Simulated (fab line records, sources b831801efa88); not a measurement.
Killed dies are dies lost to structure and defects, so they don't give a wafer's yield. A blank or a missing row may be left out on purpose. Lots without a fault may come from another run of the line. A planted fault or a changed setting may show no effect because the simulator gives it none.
One fault seen from 2 desks | flow sky130 | each desk has only its own numbers; what lay behind them comes last

THE METROLOGY DESK
What the gauges read, lot by lot, whatever tool the lot ran on: means of the sampled wafers that have a number. A lot is out of limits, marked OUT, if its mean lies more than 4 standard deviations from the usual mean; the brackets give that distance.
Columns: A = VIA1_BOW at SKY_VIA1_BOW_MEAS_03, usual 82 um; B = cd_nm at SKY_VIA1_CD_MEAS_12, usual 151.1 nm; C = VIA1_OVL at SKY_VIA1_OVL_MEAS_13, usual 0 nm
lot  | first seen here | A  | B     | C
L371 | day 32 15:13    | 93 | 152.1 | 0
L376 | day 34 23:13    | 73 | 149.8 | -1
L382 | day 36 06:32    | 78 | 153.7 | 5
L383 | day 36 14:58    | 85 | 151.5 | 1
L387 | day 38 05:49    | 82 | 153.9 | -1
L392 | day 39 07:22    | 78 | 149.1 | -1
This desk's finding: nothing out of limits on any of the 6 lots.

THE TOOL OWNER'S DESK: rie_diel-02
The tool's own readings at SKY_VIA1_ETCH_15 (etches SiO2 in C4F8/O2/Ar, stops on TiN, target depth 351 nm, time 54 s): means of the sampled wafers that have a number, for each lot that ran on this tool. A lot is out of limits, marked OUT, if its mean lies more than 4 standard deviations from the usual mean; the brackets give that distance.
Columns: A = bias_w at SKY_VIA1_ETCH_15, usual 1200 W; B = oes_product_au at SKY_VIA1_ETCH_15, usual 0.979 a.u.; C = run_length_s at SKY_VIA1_ETCH_15, usual 82.4 s
lot  | first seen here | A    | B     | C
L376 | day 36 02:23    | 1203 | 0.981 | 82.1
L382 | day 37 08:09    | 1199 | 0.969 | 82.9
L383 | day 37 16:52    | 1195 | 0.977 | 83.0
This desk's finding: nothing out of limits on any of the 3 lots.

PUT TOGETHER
The metrology desk saw nothing out of limits.
The tool owner's desk saw nothing out of limits.

WHAT THE SIMULATOR HAD PUT IN
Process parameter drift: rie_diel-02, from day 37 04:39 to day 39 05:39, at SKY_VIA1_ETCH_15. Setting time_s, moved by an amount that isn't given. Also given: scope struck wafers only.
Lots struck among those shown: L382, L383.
